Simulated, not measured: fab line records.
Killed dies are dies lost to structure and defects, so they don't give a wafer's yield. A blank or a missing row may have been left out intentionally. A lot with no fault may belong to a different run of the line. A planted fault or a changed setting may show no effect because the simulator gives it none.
Which tool did it?    flow sky130    Sampling: 10 lots, 30 wafers, 5 of 708 route steps

== WHAT THE GAUGES SHOWED, per wafer ==
SKY_VIA3_BOW_MEAS_03. Usual: VIA3_BOW typically reads 79 um, with standard deviation 7.8.
lot   measured      on             VIA3_BOW (um)  flag
L823  day 38 22:31  film metro-01  81 88 85       
L824  day 39 15:30  film metro-01  78 81 83       
L825  day 39 23:58  film metro-03  83 81 79       
L829  day 40 19:58  film metro-01  85 80 84       
L838  day 43 07:55  film metro-01  73 61 79       
L839  day 43 19:22  film metro-02  73 86 77       
L841  day 45 00:22  film metro-02  85 77 82       
L844  day 45 04:16  film metro-03  86 89 91       

== EACH LOT AND THE TOOL THAT RAN IT (in order: tool; ch and the chambers of the sampled wafers; start) ==
lot   SKY_METAL2_ETCH_18                 SKY_METAL3_ETCH_16                 SKY_METAL3_ETCH_17                  SKY_METAL3_STRIP_19
L823  rie metal-04 ch 0, day 35 12:21    rie metal-04 ch 0,1, day 38 21:05  rie diel-02 ch 1,2, day 38 21:11    plasma asher-04 ch 0,1, day 38 21:23
L824  rie metal-03 ch 0,1, day 36 07:00  rie metal-01 ch 0,1, day 39 14:05  rie diel-04 ch 0,1,3, day 39 14:11  plasma asher-04 ch 0,1, day 39 14:23
L825  rie metal-03 ch 0,1, day 36 15:10  rie metal-01 ch 0,1, day 39 22:33  rie diel-04 ch 0,1, day 39 22:39    plasma asher-03 ch 0,1, day 39 22:51
L829  rie metal-04 ch 0,1, day 37 11:29  rie metal-01 ch 0,1, day 40 18:00  rie diel-02 ch 0,1,2, day 40 18:06  plasma asher-03 ch 0,1, day 40 18:17
L831  rie metal-04 ch 0,1, day 38 11:23  rie metal-01 ch 0,1, day 41 16:12  rie diel-01 ch 0,1,2, day 41 16:18  plasma asher-04 ch 0,1, day 41 16:29
L832  rie metal-03 ch 0,1, day 38 12:26  rie metal-01 ch 0,1, day 41 17:38  rie diel-02 ch 0,1, day 41 17:42    plasma asher-03 ch 0,1, day 41 17:56
L838  rie metal-01 ch 0,1, day 40 02:57  rie metal-02 ch 0,1, day 43 06:30  rie diel-01 ch 1,2, day 43 06:36    plasma asher-03 ch 0,1, day 43 06:48
L839  rie metal-01 ch 0,1, day 40 15:26  rie metal-01 ch 0,1, day 43 17:53  rie diel-02 ch 0,1,3, day 43 17:59  plasma asher-03 ch 0,1, day 43 18:11
L841  rie metal-01 ch 0,1, day 41 23:09  rie metal-02 ch 0, day 44 22:56    rie diel-04 ch 0,1, day 44 23:02    plasma asher-04 ch 0,1, day 44 23:14
L844  rie metal-04 ch 0,1, day 42 03:21  rie metal-02 ch 1, day 45 02:24    rie diel-01 ch 1,2,3, day 45 02:30  plasma asher-01 ch 0,1, day 45 02:42
- SKY_METAL2_ETCH_18: etches BARC in N2/H2, stops on SiO2, time 45.9 s, target depth 60 nm.
- SKY_METAL3_ETCH_16: etches BARC in N2/H2, stops on SiO2, time 88.2 s, target depth 60 nm.
- SKY_METAL3_ETCH_17: etches SiO2 in C4F8/O2/Ar, stops on TiN, time 3.9 s, target depth 15 nm.
- SKY_METAL3_STRIP_19: strips in O2/N2.

== AS READ BY THE TOOLS THEMSELVES (means over the sampled wafers that have a number; for cases with no such wafer, the mark the record gives instead) ==
SKY_METAL2_ETCH_18. Usual: bias w 100.0 W, standard deviation 0.32; chamber pressure mTorr 29.998 mTorr, standard deviation 0.027; drypump motor current A 5.72 A, standard deviation 0.23; oes product au 0.855 a.u., standard deviation 0.0045; throttle valve pct 13.225 %, standard deviation 0.009.
lot   tool          bias w (W)  chamber pressure mTorr (mTorr)  drypump motor current A (A)  oes product au (a.u.)  throttle valve pct (%)  flag
L823  rie metal-04  99.9        29.986                          6.16                         0.862                  13.229                  
L824  rie metal-03  100.2       29.999                          5.64                         0.854                  13.228                  
L825  rie metal-03  99.9        29.963                          5.64                         0.857                  13.223                  
L829  rie metal-04  100.0       30.011                          5.99                         0.855                  13.230                  
L831  rie metal-04  100.1       29.979                          5.79                         0.855                  13.219                  
L832  rie metal-03  100.1       30.020                          5.53                         0.858                  13.235                  
L838  rie metal-01  100.2       29.962                          5.74                         0.855                  13.225                  
L839  rie metal-01  99.9        29.993                          5.73                         0.852                  13.213                  
L841  rie metal-01  99.6        30.025                          5.76                         0.856                  13.217                  
L844  rie metal-04  100.0       29.998                          5.97                         0.851                  13.227                  

SKY_METAL3_ETCH_16. Usual: bias w 99.96 W, standard deviation 0.26; chamber pressure mTorr 30.001 mTorr, standard deviation 0.026; drypump motor current A 5.81 A, standard deviation 0.2; oes product au 0.626 a.u., standard deviation 0.0046; throttle valve pct 13.205 %, standard deviation 0.011.
lot   tool          bias w (W)  chamber pressure mTorr (mTorr)  drypump motor current A (A)  oes product au (a.u.)  throttle valve pct (%)  flag
L823  rie metal-04  99.98       30.017                          5.98                         0.627                  13.199                  
L824  rie metal-01  99.69       29.989                          5.72                         0.627                  13.215                  
L825  rie metal-01  99.90       29.998                          5.75                         0.625                  13.206                  
L829  rie metal-01  99.94       30.005                          5.74                         0.627                  13.201                  
L831  rie metal-01  -           -                               -                            -                      -                       OFF
L832  rie metal-01  -           -                               -                            -                      -                       OFF
L838  rie metal-02  100.14      29.993                          5.82                         0.625                  13.195                  
L839  rie metal-01  100.05      30.017                          5.71                         0.622                  13.201                  
L841  rie metal-02  99.90       30.027                          5.68                         0.627                  13.201                  
L844  rie metal-02  100.19      30.020                          6.09                         0.625                  13.197                  

SKY_METAL3_ETCH_17. Usual: bias w 1200 W, standard deviation 3.4; chamber pressure mTorr 40.00 mTorr, standard deviation 0.033; oes product au 0.756 a.u., standard deviation 0.0072.
lot   tool         bias w (W)  chamber pressure mTorr (mTorr)  oes product au (a.u.)  flag
L823  rie diel-02  1203        40.00                           0.757                  
L824  rie diel-04  1198        39.97                           0.747                  
L825  rie diel-04  1199        40.01                           0.762                  
L829  rie diel-02  1201        39.98                           0.755                  
L831  rie diel-01  1197        40.00                           0.375                  OFF
L832  rie diel-02  1202        39.98                           0.373                  OFF
L838  rie diel-01  1201        40.02                           0.759                  
L839  rie diel-02  1200        40.00                           0.753                  
L841  rie diel-04  1198        39.98                           0.751                  
L844  rie diel-01  1200        39.99                           0.759                  

SKY_METAL3_STRIP_19. Usual: drypump motor current A 5.7 A, standard deviation 0.6; oes product au 0.504 a.u., standard deviation 0.0053; strip time to endpoint s 6.58 s, standard deviation 0.074.
lot   tool             drypump motor current A (A)  oes product au (a.u.)  strip time to endpoint s (s)  flag
L823  plasma asher-04  6.2                          0.505                  6.52                          
L824  plasma asher-04  5.8                          0.500                  6.54                          
L825  plasma asher-03  5.4                          0.504                  6.59                          
L829  plasma asher-03  5.4                          0.500                  6.55                          
L831  plasma asher-04  5.8                          0.517                  7.06                          OFF
L832  plasma asher-03  5.8                          0.524                  7.09                          OFF
L838  plasma asher-03  5.8                          0.505                  6.57                          
L839  plasma asher-03  5.4                          0.504                  6.58                          
L841  plasma asher-04  6.2                          0.511                  6.73                          
L844  plasma asher-01  5.2                          0.498                  6.52                          

== THE ANSWER, worked out from the rows above alone ==
Rule: lot off if the mean of its wafers having a number is beyond 3 standard deviations from the usual mean. Also off: a lot with no number at a reading for which 4 or more lots have one. Where the step has rows for the other lots, those lots are counted as sound. After the gauges, taken in route order, come the tools' own readings; for these a lot's mean is taken, as printed above. The first step at which some lot is off is used, and at that step the reading that is off furthest; a lot without a number counts as furthest.
Off: L831, L832 (SKY_METAL3_ETCH_16, bias w). Without a number there: L831, L832.
A tool fits if, at that step or a process step before it, it ran every lot that is off, and no sound lot after the first of them. No candidate that was tried fits.

== WHAT HAD BEEN PUT IN BY THE SIMULATOR ==
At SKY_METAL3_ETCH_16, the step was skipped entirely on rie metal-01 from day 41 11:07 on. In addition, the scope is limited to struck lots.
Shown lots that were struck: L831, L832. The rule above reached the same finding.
